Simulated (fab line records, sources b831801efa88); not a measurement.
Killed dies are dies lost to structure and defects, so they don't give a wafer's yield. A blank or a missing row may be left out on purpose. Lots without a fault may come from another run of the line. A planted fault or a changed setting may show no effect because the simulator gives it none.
fab line records | flow sky130
record lots=6 wafers=18 last_day=50
route steps=708 shown VIA1@467 METAL2@483 PAD_OPEN@708
lots that met no fault: from a run of the same line without faults
start_h: hours from the record's first day to the start of the lot's first wafer shown | wait_h: hours since the lot's step before | " the same as in the row above | L1.1+2: a row that stands for several wafers | - no value, or no start given | * or withheld: withheld | < > ~ a bound
route shown NAME@n: a module of which the file shows steps, and the number in the route of the first | usual: mean/standard deviation of fault-free wafers | same: alike in all rows | chamber/n: place in a boat | sites: the reading at each site | _std_site: their standard deviation | _edge_site: outer sites' mean less inner sites' | radius_mm: how far each site lies from the wafer's centre | mask NAME#n: copy n | behind: the tool/chamber that last shaped the wafer | hold: why the lot was held/for how many hours/how that ended | device: the transistor (n, p or np) that didn't switch | end of line: the same wafers' tests at the end of the route | a step without rows: its recipe alone | killed: dies lost to structure and defects at the first sort, not the wafer's yield | map: a wafer's dies, x killed, . not, _ none there
set.NAME: the setting as run; set.NAME@STEP: as run at that earlier step | model.NAME: the simulator's own value behind a step, which no gauge read
lots at some steps of the route; a table a step, a row a wafer
services: from which hour (start_h, from the record's first day; less than 0 if before it) a tool's chamber was out of use, for how many hours, and why
## steps
# step SKY_VIA1_EXPOSE_09
# recipe mask_id=VIM na=0.8 source_shape=annular sigma_inner=0.55 sigma_outer=0.85 target_cd_nm=150 dose_mj=38
# step SKY_VIA1_PEB_10
# recipe peb_temp_c=withheld peb_time_s=withheld resist=KrF-thick
# step SKY_VIA1_DEVELOP_11
# recipe develop_time_s=60 resist=KrF-thick dev_temp_c=21
# step SKY_VIA1_CD_MEAS_12
# recipe target_cd_nm=150
# usual cd_nm=149.9/2
# columns lot.wafer tool chamber start_h wait_h cd_nm
L405.2 cd_sem-02 - 794.51 - 153.0
L405.4 " - " " 151.6
L405.5 " - " " 150.0
L410.2 cd_sem-02 - 847.77 - 151.4
L410.3 " - " " 151.5
L410.6 " - " " 150.0
L419.1 cd_sem-02 - 910.79 - 152.4
L419.5 " - " " 153.1
L419.6 " - " " 151.8
L418.1 cd_sem-02 - 911.44 - 151.8
L418.3 " - " " 151.1
L418.6 " - " " 151.0
L422.2 cd_sem-02 - 920.86 - 147.0
L422.3 " - " " 146.2
L422.6 " - " " 146.8
L427.1 cd_sem-02 - 958.35 - 150.5
L427.4 " - " " 150.6
L427.6 " - " " 150.6
# step SKY_VIA1_OVL_MEAS_13
# usual VIA1_OVL=1/5
# columns lot.wafer tool chamber start_h wait_h VIA1_OVL[nm]
L405.2 overlay-02 - 794.62 0.1 3
L405.4 " - " " 6
L405.5 " - " " -2
L410.2 overlay-02 - 847.88 0.1 1
L410.3 " - " " 4
L410.6 " - " " 7
L419.1 overlay-02 - 910.91 0.1 3
L419.5 " - " " -2
L419.6 " - " " 1
L418.1 overlay-01 - 911.56 0.1 4
L418.3 " - " " 1
L418.6 " - " " 4
L422.2 overlay-01 - 920.97 0.1 -2
L422.3 " - " " 6
L422.6 " - " " 1
L427.1 overlay-02 - 958.47 0.1 10
L427.4 " - " " -2
L427.6 " - " " 3
# step SKY_VIA1_ETCH_14
# recipe chemistry=N2/H2 target=BARC ion_energy_ev=200 source_w=500 bias_w=100 pressure_mtorr=30 n2_flow_sccm=100 h2_flow_sccm=200 stop_on=SiO2 time_s=45.9 target_depth_a=600
# usual chamber_pressure_mTorr=30.001/0.027 drypump_motor_current_A=5.8/0.41 oes_product_au=0.856/0.0051 throttle_valve_pct=13.224/0.0089
# columns lot.wafer tool chamber start_h wait_h chamber_pressure_mTorr drypump_motor_current_A oes_product_au rf_hours_counter_h throttle_valve_pct
L405.2 rie_diel-01 3 794.65 0.0 30.050 6.5 0.862 3 13.215
L405.4 " 0 " " 30.023 5.8 0.848 - 13.234
L405.5 " 3 " " 30.018 6.5 0.856 - 13.238
L410.2 rie_diel-04 3 847.91 0.0 30.000 5.4 0.852 2 13.223
L410.3 " 0 " " 29.990 5.7 0.860 1 13.228
L410.6 " 3 " " 30.016 5.4 0.861 - 13.214
L419.1 rie_diel-02 2 910.94 0.0 29.971 6.2 0.856 6 13.213
L419.5 " 3 " " 29.990 5.5 0.865 - 13.206
L419.6 " 0 " " 29.998 5.3 0.865 - 13.224
L418.1 rie_diel-02 3 911.60 0.0 29.975 5.5 0.855 9 13.226
L418.3 " 2 " " 29.968 6.2 0.859 6 13.228
L418.6 " 0 " " 30.018 5.3 0.858 - 13.205
L422.2 rie_diel-04 1 921.00 0.0 30.015 5.1 0.861 12 13.222
L422.3 " 0 " " 30.027 5.7 0.850 3 13.227
L422.6 " 2 " " 30.013 5.9 0.859 - 13.233
L427.1 rie_diel-01 3 958.51 0.0 30.002 6.5 0.858 9 13.227
L427.4 " 2 " " 30.011 5.6 0.848 2 13.227
L427.6 " 3 " " 30.012 6.5 0.856 - 13.210
# step SKY_VIA1_ETCH_15
# recipe target=SiO2 chemistry=C4F8/O2/Ar target_depth_nm=351 stop_on=TiN mask_material=KrF-thick source_w=1500 bias_w=1200 pressure_mtorr=40 c4f8_flow_sccm=withheld O2_flow_sccm=6 Ar_flow_sccm=300 time_s=54
# usual chamber_pressure_mTorr=40.00/0.037 oes_product_au=0.981/0.005
# columns lot.wafer tool chamber start_h wait_h chamber_pressure_mTorr oes_product_au rf_hours_counter_h
L405.2 rie_diel-01 3 794.69 0.0 39.98 0.973 3
L405.4 " 0 " " 40.03 0.979 -
L405.5 " 3 " " 39.98 0.983 -
L410.2 rie_diel-04 3 847.95 0.0 39.99 0.980 2
L410.3 " 0 " " 39.97 0.973 1
L410.6 " 3 " " 39.94 0.978 -
L419.1 rie_diel-02 2 910.98 0.0 39.99 0.989 6
L419.5 " 3 " " 40.00 0.987 -
L419.6 " 0 " " 40.01 0.977 -
L418.1 rie_diel-02 3 911.64 0.0 40.02 0.986 9
L418.3 " 2 " " 40.03 0.979 6
L418.6 " 0 " " 40.00 0.977 -
L422.2 rie_diel-04 1 921.04 0.0 40.02 0.982 12
L422.3 " 0 " " 40.03 0.976 3
L422.6 " 2 " " 39.95 0.988 -
L427.1 rie_diel-01 3 958.55 0.0 39.97 0.975 9
L427.4 " 2 " " 40.01 0.972 2
L427.6 " 3 " " 40.04 0.985 -
# step SKY_VIA1_STRIP_16
# recipe chemistry=O2/N2 power_w=1400 pressure_mtorr=1500 platen_temp_c=withheld o2_flow_sccm=3000 n2_flow_sccm=300 overash_fraction=0.5
# usual chamber_pressure_mTorr=1500.0/1.3 drypump_motor_current_A=5.9/0.49 oes_product_au=0.416/0.0046 strip_time_to_endpoint_s=4.456/0.019
# same overash_fraction=0.5
# columns lot.wafer tool chamber start_h wait_h chamber_pressure_mTorr drypump_motor_current_A oes_product_au rf_hours_counter_h strip_time_to_endpoint_s
L405.2 plasma_asher-01 0 794.74 0.0 1498.0 5.7 0.414 68 4.452
L405.4 " 1 " " 1500.4 6.5 0.420 - 4.434
L405.5 " 1 " " 1499.6 6.5 0.413 - 4.447
L410.2 plasma_asher-04 1 848.00 0.0 1498.6 5.2 0.420 102 4.469
L410.3 " 0 " " 1498.5 6.3 0.419 - 4.491
L410.6 " 1 " " 1500.1 5.2 0.415 - 4.483
L419.1 plasma_asher-01 0 911.03 0.0 1501.0 5.7 0.415 80 4.481
L419.5 " 1 " " 1500.4 6.5 0.412 - 4.450
L419.6 " 0 " " 1498.1 5.7 0.423 - 4.473
L418.1 plasma_asher-04 0 911.69 0.0 1499.8 6.3 0.413 109 4.437
L418.3 " 0 " " 1499.3 6.3 0.417 - 4.459
L418.6 " 1 " " 1500.7 5.2 0.416 - 4.459
L422.2 plasma_asher-03 0 921.09 0.0 1498.2 6.0 0.412 19 4.461
L422.3 " 0 " " 1499.4 6.0 0.411 - 4.442
L422.6 " 1 " " 1497.6 6.0 0.419 - 4.473
L427.1 plasma_asher-04 0 958.60 0.0 1497.3 6.2 0.412 113 4.438
L427.4 " 1 " " 1499.4 5.2 0.407 - 4.462
L427.6 " 0 " " 1500.5 6.2 0.419 - 4.415
# step SKY_VIA1_STRIP_17
# recipe chemistry=post_etch_residue_remover time_s=1200 temp_c=72.5
# step SKY_VIA1_CLEAN_18
# recipe chemistry=IPA time_s=180 temp_c=25
# step SKY_VIA1_CLEAN_19
# recipe chemistry=O3/DIW dry=n2_spin
# step SKY_VIA1_SPUTTER_20
# recipe material=TiN target_thk_nm=20 chamber_pressure_pa=5 power_w=4000 time_s=80
# usual chamber_pressure_pa=5.000/0.0099 throttle_valve_pct=29.9/1.3
# columns lot.wafer tool chamber start_h wait_h chamber_pressure_pa throttle_valve_pct
L405.2 pvd_sputter-04 - 795.44 0.0 4.995 28.5
L405.4 " - " " 5.006 29.8
L405.5 " - " " 4.994 32.9
L410.2 pvd_sputter-04 - 848.63 0.0 5.021 33.2
L410.3 " - " " 4.998 28.6
L410.6 " - " " 5.002 30.9
L419.1 pvd_sputter-02 - 911.62 0.0 4.993 30.0
L419.5 " - " " 5.011 30.4
L419.6 " - " " 4.992 30.3
L418.1 pvd_sputter-01 - 912.28 0.0 5.001 29.1
L418.3 " - " " 4.998 28.9
L418.6 " - " " 5.007 31.2
L422.2 pvd_sputter-04 - 921.72 0.0 4.998 28.4
L422.3 " - " " 5.004 30.9
L422.6 " - " " 4.999 29.8
L427.1 pvd_sputter-04 - 959.19 0.0 4.999 32.9
L427.4 " - " " 4.995 31.0
L427.6 " - " " 5.007 28.7
# step SKY_VIA1_CVD_21
# recipe material=W target_thk_nm=270 time_s=80.902 temp_c=400 pressure_torr=40
# usual heater_power_w=839/40
# columns lot.wafer tool chamber start_h wait_h heater_power_w model.W_of_VIA1_CVD_21.thk_nm
L405.2 cvd_w-01 1 795.50 0.0 800 273.1
L405.4 " 1 " " 801 274.5
L405.5 " 0 " " 827 267.7
L410.2 cvd_w-01 1 848.69 0.0 821 276.1
L410.3 " 1 " " 805 275
L410.6 " 0 " " 814 265.9
L419.1 cvd_w-01 0 911.68 0.0 821 274.2
L419.5 " 0 " " 810 271.4
L419.6 " 1 " " 797 383.8
L418.1 cvd_w-01 0 912.34 0.0 832 263.8
L418.3 " 0 " " 826 265.6
L418.6 " 1 " " 790 377.8
L422.2 cvd_w-02 1 921.78 0.0 829 272.6
L422.3 " 1 " " 815 273.5
L422.6 " 1 " " 864 272.4
L427.1 cvd_w-02 0 959.25 0.0 838 267.2
L427.4 " 1 " " 836 273.5
L427.6 " 1 " " 861 274.4
# step SKY_VIA1_RS_MEAS_22
# recipe thk_meas_gauge=four-point-probe reads=W_of_VIA1_CVD_21+TiN_of_VIA1_SPUTTER_20
# usual VIA1_W_RS=0.427/0.0063
# columns lot.wafer tool chamber start_h wait_h VIA1_W_RS[ohm/sq]
L405.2 film_metro-02 - 795.62 0.1 0.420
L405.4 " - " " 0.419
L405.5 " - " " 0.430
L410.2 film_metro-01 - 848.80 0.1 0.418
L410.3 " - " " 0.418
L410.6 " - " " 0.433
L419.1 film_metro-04 - 911.78 0.1 0.419
L419.5 " - " " 0.423
L419.6 " - " " 0.298
L418.1 film_metro-01 - 912.43 0.1 0.437
L418.3 " - " " 0.435
L418.6 " - " " 0.304
L422.2 film_metro-01 - 921.89 0.1 0.422
L422.3 " - " " 0.421
L422.6 " - " " 0.423
L427.1 film_metro-02 - 959.34 0.1 0.431
L427.4 " - " " 0.421
L427.6 " - " " 0.419
# step SKY_VIA1_THK_MEAS_23
# recipe thk_meas_gauge=xrf reads=W_of_VIA1_CVD_21
# usual VIA1_W_THK=277/5
# columns lot.wafer tool chamber start_h wait_h VIA1_W_THK[nm]
L405.2 film_metro-02 - 795.73 0.1 276
L405.4 " - " " 277
L405.5 " - " " 270
L410.2 film_metro-01 - 848.91 0.1 288
L410.3 " - " " 285
L410.6 " - " " 274
L419.1 film_metro-04 - 911.90 0.1 283
L419.5 " - " " 282
L419.6 " - " " 403
L418.1 film_metro-01 - 912.55 0.1 273
L418.3 " - " " 274
L418.6 " - " " 395
L422.2 film_metro-01 - 922.00 0.1 282
L422.3 " - " " 284
L422.6 " - " " 282
L427.1 film_metro-02 - 959.46 0.1 273
L427.4 " - " " 278
L427.6 " - " " 281
# step SKY_VIA1_CMP_24
# recipe stop_on=SiO2 t_overpolish_s=15 down_force_psi=3.5 platen_rpm=60 target_thk_nm=0 pad_velocity_m_s=0.94248
# usual motor_current_A=11.3/1.2 retaining_ring_pressure_frac=1.000/0.0051 time_to_endpoint_s=64.0/2.8
# columns lot.wafer tool chamber start_h wait_h motor_current_A retaining_ring_pressure_frac time_to_endpoint_s
L405.2 cmp-02 3 795.78 0.0 11.7 1.005 63.8
L405.4 " 0 " " 12.0 1.003 65.7
L405.5 " 3 " " 11.0 1.000 67.3
L410.3 cmp-01 0 849.01 0.1 10.3 0.999 66.0
L410.2 " 2 " " 10.5 1.010 65.1
L410.6 " 3 " " 13.1 0.997 59.8
L419.1 cmp-01 2 911.96 0.1 10.1 1.001 67.4
L419.6 " 2 " " 10.1 0.999 94.4
L419.5 " 3 " " 13.7 0.995 64.8
L418.3 cmp-02 2 912.80 0.2 11.4 1.001 62.6
L418.1 " 3 " " 11.2 0.994 63.1
L418.6 " 2 " " 11.9 1.001 89.3
L422.3 cmp-02 1 922.15 0.1 10.0 0.996 62.2
L422.2 " 2 " " 11.5 0.998 59.8
L422.6 " 0 " " 12.8 0.995 63.5
L427.1 cmp-02 0 959.52 0.1 12.4 0.999 64.5
L427.4 " 2 " " 10.7 1.000 64.3
L427.6 " 0 " " 12.5 1.000 63.5
# step SKY_METAL2_SPUTTER_00
# recipe material=Ti target_thk_nm=15 power_w=3000 time_s=10 chamber_pressure_pa=0.4
# usual chamber_pressure_pa=0.3999/0.0011 throttle_valve_pct=30.2/1.1
# columns lot.wafer tool chamber start_h wait_h chamber_pressure_pa throttle_valve_pct
L405.2 pvd_sputter-03 - 796.08 0.2 0.4002 32.1
L405.4 " - " " 0.4015 28.9
L405.5 " - " " 0.4007 29.1
L410.2 pvd_sputter-03 - 849.26 0.1 0.4007 32.1
L410.3 " - " " 0.4007 29.5
L410.6 " - " " 0.3998 29.0
L419.1 pvd_sputter-02 - 912.26 0.2 0.4010 30.5
L419.5 " - " " 0.4003 30.3
L419.6 " - " " 0.4017 29.9
L418.1 pvd_sputter-03 - 913.05 0.1 0.3997 29.4
L418.3 " - " " 0.3987 29.1
L418.6 " - " " 0.3992 30.7
L422.2 pvd_sputter-03 - 922.35 0.1 0.4000 29.3
L422.3 " - " " 0.4000 29.2
L422.6 " - " " 0.3999 32.1
L427.1 pvd_sputter-03 - 959.82 0.2 0.4012 29.1
L427.4 " - " " 0.4005 29.3
L427.6 " - " " 0.3996 29.3
# step SKY_PAD_OPEN_PROBE_99
# usual defect_limited_yield=82.5/1.9 killed_at_M0_to_M3=44/6.4 killed_at_M4_up=3.4/2.1 killed_at_contacts=23/5 killed_at_front_end=15/4.5 killed_at_other=0.3/0.54 killed_dies=86/9.5 killed_on_rim=17/3.9 killed_open=48/6.9 killed_short=38/5.9 sort_bin_3_pad_short=0.8/0.44 sort_bin_5_function=10.5/1.6 sort_bin_6_memory=6.1/1.1 sort_n_pass=406/9.5 sort_yield_pct=82.5/1.9
# same gross_dies=492 killed_at_back_side=0 sort_bin_4_leakage[%]=0 sort_bin_8_speed[%]=0
# columns lot.wafer tool chamber start_h wait_h defect_limited_yield[%] killed_at_M0_to_M3 killed_at_M4_up killed_at_contacts killed_at_front_end killed_at_other killed_dies killed_on_rim killed_open killed_short sort_bin_3_pad_short[%] sort_bin_5_function[%] sort_bin_6_memory[%] sort_n_pass sort_yield_pct[%]
L405.2 prober-02 - 1078.53 0.1 81.3 49 2 25 16 0 92 17 41 51 0.6 12.4 5.7 400 81.3
L405.4 prober-02 - 1078.63 0.2 78.7 46 5 33 21 0 105 23 58 47 1.0 13.2 7.1 387 78.7
L405.5 prober-02 - 1078.68 0.2 82.3 45 3 23 16 0 87 17 47 40 1.2 9.6 6.9 405 82.3
L410.2 prober-02 - 1115.94 0.1 78.0 58 0 28 22 0 108 22 61 47 1.8 11.6 8.5 384 78.0
L410.3 prober-02 - 1115.99 0.2 78.9 39 0 34 31 0 104 19 62 40 0.4 12.4 8.3 388 78.9
L410.6 prober-02 - 1116.14 0.2 80.5 52 4 28 11 1 96 19 47 49 0.8 12.8 5.9 396 80.5
L419.1 prober-01 - 1162.70 0.1 81.3 53 1 20 17 1 92 28 53 38 0.4 10.8 7.5 400 81.3
L419.5 prober-01 - 1162.90 0.2 80.7 48 7 23 15 2 95 16 49 44 0.6 12.4 6.3 397 80.7
L419.6 prober-01 - 1162.95 0.2 83.1 41 1 22 19 0 83 16 46 35 0.6 10.2 6.1 409 83.1
L418.1 prober-02 - 1163.70 0.1 83.7 42 4 11 23 0 80 11 36 42 0.4 12.0 3.9 412 83.7
L418.3 prober-02 - 1163.80 0.2 85.6 36 3 17 15 0 71 14 40 31 0.4 7.1 6.9 421 85.6
L418.6 prober-02 - 1163.95 0.2 83.9 42 3 18 16 0 79 16 43 36 0.6 10.2 5.3 413 83.9
L422.2 prober-01 - 1169.75 0.1 80.3 49 3 34 11 0 97 21 48 49 1.2 11.2 7.3 395 80.3
L422.3 prober-01 - 1169.80 0.2 84.1 40 5 24 9 0 78 8 41 36 1.4 9.8 4.7 414 84.1
L422.6 prober-01 - 1169.95 0.2 82.1 44 5 22 17 0 88 18 49 38 1.0 10.4 6.5 404 82.1
L427.1 prober-02 - 1196.41 0.1 85.2 40 5 16 12 0 73 11 43 29 0.6 8.7 5.5 419 85.2
L427.4 prober-02 - 1196.56 0.2 84.3 45 2 21 8 1 77 17 48 28 0.4 9.1 6.1 415 84.3
L427.6 prober-02 - 1196.66 0.2 82.3 47 4 25 11 0 87 17 46 41 0.4 10.6 6.7 405 82.3
# killed by level:class
L405.2 VIA1:geometric_particle:open=10 FIELD_ISO:geometric_particle:short=9 VIA3:geometric_particle:short=8 CONTACT:geometric_particle:open=8 VIA1:geometric_particle:short=7 VIA2:geometric_particle:open=7 LI_CONTACT:geometric_particle:open=5 LOCAL_INTERCONNECT:geometric_particle:short=5
L405.4 VIA1:geometric_particle:open=12 LI_CONTACT:geometric_particle:open=11 VIA2:geometric_particle:open=8 CONTACT:geometric_particle:short=7 CONTACT:geometric_particle:open=7 FIELD_ISO:geometric_particle:open=6 METAL1:geometric_particle:short=6 METAL2:geometric_particle:short=6
L405.5 VIA3:geometric_particle:short=10 VIA3:geometric_particle:open=9 VIA1:geometric_particle:open=8 LI_CONTACT:geometric_particle:open=7 CONTACT:geometric_particle:short=6 CONTACT:geometric_particle:open=6 VIA2:geometric_particle:open=6 FIELD_ISO:geometric_particle:open=5
L410.2 VIA1:geometric_particle:open=13 CONTACT:geometric_particle:open=10 METAL1:geometric_particle:short=10 LOCAL_INTERCONNECT:geometric_particle:short=8 VIA2:geometric_particle:open=8 LI_CONTACT:geometric_particle:open=6 VIA3:geometric_particle:open=6 FIELD_ISO:geometric_particle:open=5
L410.3 VIA1:geometric_particle:open=12 LI_CONTACT:geometric_particle:open=11 CONTACT:geometric_particle:open=11 FIELD_ISO:geometric_particle:short=10 FIELD_ISO:geometric_particle:open=9 METAL2:geometric_particle:short=6 POLY_GATE:geometric_particle:open=5 LI_CONTACT:geometric_particle:short=5
L410.6 METAL2:geometric_particle:short=10 VIA3:geometric_particle:open=10 CONTACT:geometric_particle:open=8 VIA1:geometric_particle:open=7 LI_CONTACT:geometric_particle:open=6 LOCAL_INTERCONNECT:geometric_particle:short=6 METAL1:geometric_particle:short=6 CONTACT:geometric_particle:short=5
L419.1 VIA1:geometric_particle:open=13 METAL1:geometric_particle:short=7 VIA3:geometric_particle:open=7 CONTACT:geometric_particle:open=6 VIA2:geometric_particle:short=5 POLY_GATE:geometric_particle:short=5 VIA2:geometric_particle:open=5 FIELD_ISO:geometric_particle:open=4
L419.5 VIA1:geometric_particle:short=12 CONTACT:geometric_particle:open=9 VIA1:geometric_particle:open=6 VIA2:geometric_particle:open=6 LI_CONTACT:geometric_particle:open=5 VIA3:geometric_particle:open=5 FIELD_ISO:geometric_particle:short=4 POLY_GATE:geometric_particle:open=4
L419.6 VIA1:geometric_particle:open=13 CONTACT:geometric_particle:short=7 CONTACT:geometric_particle:open=6 VIA2:geometric_particle:open=6 FIELD_ISO:geometric_particle:open=5 LOCAL_INTERCONNECT:geometric_particle:short=5 FIELD_ISO:geometric_particle:short=4 VIA3:geometric_particle:open=4
L418.1 VIA1:geometric_particle:open=12 POLY_GATE:geometric_particle:short=9 METAL2:geometric_particle:short=9 POLY_GATE:geometric_particle:open=7 METAL1:geometric_particle:short=7 CONTACT:geometric_particle:open=4 VIA3:geometric_particle:open=4 FIELD_ISO:geometric_particle:short=3
L418.3 VIA1:geometric_particle:open=7 VIA3:geometric_particle:open=7 FIELD_ISO:geometric_particle:open=6 VIA2:geometric_particle:short=6 LI_CONTACT:geometric_particle:open=5 METAL2:geometric_particle:short=5 FIELD_ISO:geometric_particle:short=4 POLY_GATE:geometric_particle:open=4
L418.6 VIA1:geometric_particle:open=10 VIA2:geometric_particle:open=8 FIELD_ISO:geometric_particle:open=6 CONTACT:geometric_particle:open=6 VIA1:geometric_particle:short=5 VIA3:geometric_particle:short=5 FIELD_ISO:geometric_particle:short=4 POLY_GATE:geometric_particle:open=4
L422.2 VIA3:geometric_particle:open=11 METAL1:geometric_particle:short=11 LI_CONTACT:geometric_particle:open=10 CONTACT:geometric_particle:short=10 CONTACT:geometric_particle:open=7 VIA2:geometric_particle:open=7 LOCAL_INTERCONNECT:geometric_particle:short=6 VIA1:geometric_particle:open=4
L422.3 CONTACT:geometric_particle:open=9 LI_CONTACT:geometric_particle:open=8 VIA3:geometric_particle:open=8 VIA1:geometric_particle:open=7 METAL1:geometric_particle:short=6 VIA2:geometric_particle:short=5 VIA3:geometric_particle:short=5 METAL4:geometric_particle:short=4
L422.6 VIA3:geometric_particle:open=13 LI_CONTACT:geometric_particle:open=9 VIA2:geometric_particle:open=6 LI_CONTACT:geometric_particle:short=5 VIA1:geometric_particle:open=5 CONTACT:geometric_particle:open=5 METAL1:geometric_particle:short=5 FIELD_ISO:geometric_particle:open=4
L427.1 VIA2:geometric_particle:open=9 CONTACT:geometric_particle:open=7 VIA3:geometric_particle:open=6 VIA1:geometric_particle:short=5 VIA1:geometric_particle:open=5 CONTACT:geometric_particle:short=4 METAL1:geometric_particle:short=4 METAL4:geometric_particle:short=4
L427.4 VIA1:geometric_particle:open=15 VIA3:geometric_particle:open=11 CONTACT:geometric_particle:open=9 LOCAL_INTERCONNECT:geometric_particle:short=6 LI_CONTACT:geometric_particle:open=5 METAL2:geometric_particle:short=4 VIA3:geometric_particle:short=4 POLY_GATE:geometric_particle:short=3
L427.6 LI_CONTACT:geometric_particle:open=9 VIA2:geometric_particle:open=8 VIA3:geometric_particle:open=8 VIA1:geometric_particle:open=7 METAL2:geometric_particle:short=7 CONTACT:geometric_particle:open=5 VIA1:geometric_particle:short=5 METAL3:geometric_particle:short=5
## services
# columns tool chamber start_h hours kind
rie_diel-02 2 773.54 4.8 repair
rie_diel-01 1 783.46 3.8 repair
rie_diel-02 2 792.14 6.0 repair
cmp-02 - 796.94 5.2 pm
cvd_w-02 - 798.67 0.3 repair
rie_diel-02 3 800.50 8.5 repair
cmp-01 - 803.08 0.3 repair
cmp-02 - 804.06 1.7 repair
cmp-01 - 812.12 0.4 repair
pvd_sputter-02 - 824.34 1.9 repair
cmp-02 - 846.72 5.8 pm
plasma_asher-04 - 849.05 2.3 repair
pvd_sputter-03 - 852.95 9.3 repair
cmp-02 - 853.66 3.9 repair
plasma_asher-04 - 861.03 1.9 repair
rie_diel-04 - 861.17 4.3 pm
cvd_w-01 - 864.74 6.9 pm
rie_diel-04 0 869.69 2.9 repair
rie_diel-02 - 894.71 2.8 pm
rie_diel-01 3 902.38 2.9 repair
cmp-02 - 906.50 1.9 repair
cmp-02 - 937.66 2.5 repair
plasma_asher-04 - 941.53 2.4 repair
cmp-02 - 953.00 2.0 repair
## key
first_sign step=SKY_VIA1_RS_MEAS_22 reading=VIA1_W_RS direction=down sigmas=20 usual=0.427 struck=0.301
effect step=SKY_VIA1_THK_MEAS_23 reading=VIA1_W_THK direction=up sigmas=25 usual=277 struck=399
effect step=SKY_VIA1_CMP_24 reading=time_to_endpoint_s direction=up sigmas=10 usual=* struck=*
model_effect step=SKY_VIA1_CVD_21 value=W_of_VIA1_CVD_21.thk_nm without=277.4 struck=380.8
met_at SKY_VIA1_CVD_21
struck_wafers L418.6,L419.6
onset_between 848.69 911.68
fault kind=process_parameter_drift tool=cvd_w-01 chamber=1 onset_h=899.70 steps=SKY_VIA1_CVD_21 channel=target_thk_nm offset=101.78 shape=step end_h=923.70 acts_in=these_recipes_only stated=270
